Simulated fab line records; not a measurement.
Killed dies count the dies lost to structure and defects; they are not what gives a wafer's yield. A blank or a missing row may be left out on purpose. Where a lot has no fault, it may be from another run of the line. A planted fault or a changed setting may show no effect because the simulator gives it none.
Problem report, 8D (eight disciplines) form, completed by code / flow sky130 / the parts of the form that need people (team, actions taken, sign-off) are left out

1. THE ISSUE
cd nm at SKY_VIA1_CD_MEAS_12 reads a mean of 134.5 nm on 2 wafers of 1 lot; wafers without a fault read 149.8 nm with a standard deviation of 1.5. Measured from the usual mean, that is -10 standard deviations.
The step: target cd 150 nm.
First observed at day 38 03:50: wafer L656.1, on cd sem-02. Wafers with a number at this step in the record: 15, from 5 lots. The rule behind "out" and "out of limits": a value lying over 4 standard deviations away from the usual mean. The other wafers with a number count as sound.

2. WHAT IT IS; WHAT IT IS NOT
question=which readings at this step | is=cd nm | is not=-
question=which lots | is=L656 | is not=L646, L655, L666, L669
question=which wafers of those lots | is=L656.1, L656.6 | is not=L656.4
question=read on which gauges | is=cd sem-02 | is not=cd sem-01
question=when | is=from day 38 03:50 | is not=up to then (7 sound wafers); but 6 sound wafers of L666, L669 came after

3. SUSPECTS, AND WHAT RULES EACH OUT
Counting: any tool at a process step up to the reading remains a suspect provided it ran every lot that is out. Sound lots after the first of them don't rule it out here, since some wafers of a struck lot are sound.
- the gauge at SKY_VIA1_CD_MEAS_12: kept. All the wafers that are out were read on cd sem-02, and no step on other tools shows them out.
- cmp-02 at SKY_VIA1_CMP_02 (polishes SiO2): kept. It ran the lot that is out, L656 (day 37 02:56).
- krf scanner-02 at SKY_VIA1_EXPOSE_09 (exposes mask VIM, target cd 150 nm): kept. L656, the lot that is out, went through it at day 37 16:47; up to then, the latest sound lot through it was L655 at day 36 09:32.
The count leaves cmp-02 at SKY_VIA1_CMP_02, krf scanner-02 at SKY_VIA1_EXPOSE_09, and cd sem-02 at SKY_VIA1_CD_MEAS_12.

4. THE CAUSE (what the simulator had put in)
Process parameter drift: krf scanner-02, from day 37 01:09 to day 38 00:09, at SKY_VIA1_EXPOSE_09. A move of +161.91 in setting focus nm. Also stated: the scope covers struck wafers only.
After counting, 3 suspects remain, this tool included.

5. THE CHAIN OF EFFECTS, in route order
Each row: a reading where the mean over the struck wafers with a number is more than 3 standard deviations away from the usual. Readings are gone through only where the record gives a usual standard deviation; hours: the median, over the lots, of the time from a lot's start at the first step in this table giving one to that lot's start at this step; sigmas: the change measured in usual standard deviations.
hours=0; step=SKY_VIA1_CD_MEAS_12; reading=cd nm; usual=149.8 nm; on struck wafers=134.5; change=-15.3; sigmas=-10
Later steps that measure or inspect, where all struck wafers having a row at the step show a number for every such reading and not one has moved that far: SKY_VIA1_OVL_MEAS_13.

6. WHAT WOULD HAVE CAUGHT IT SOONER
27 hours passed between the start of the fault at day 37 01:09 and the first reading out of limits at a measuring or inspecting step in this record, taken at day 38 03:50.
The start of SKY_VIA1_EXPOSE_09 on krf scanner-02 came by day 38 03:50 for every one of the lots that are out (1). A hold on the tool at that time would have spared none of them.
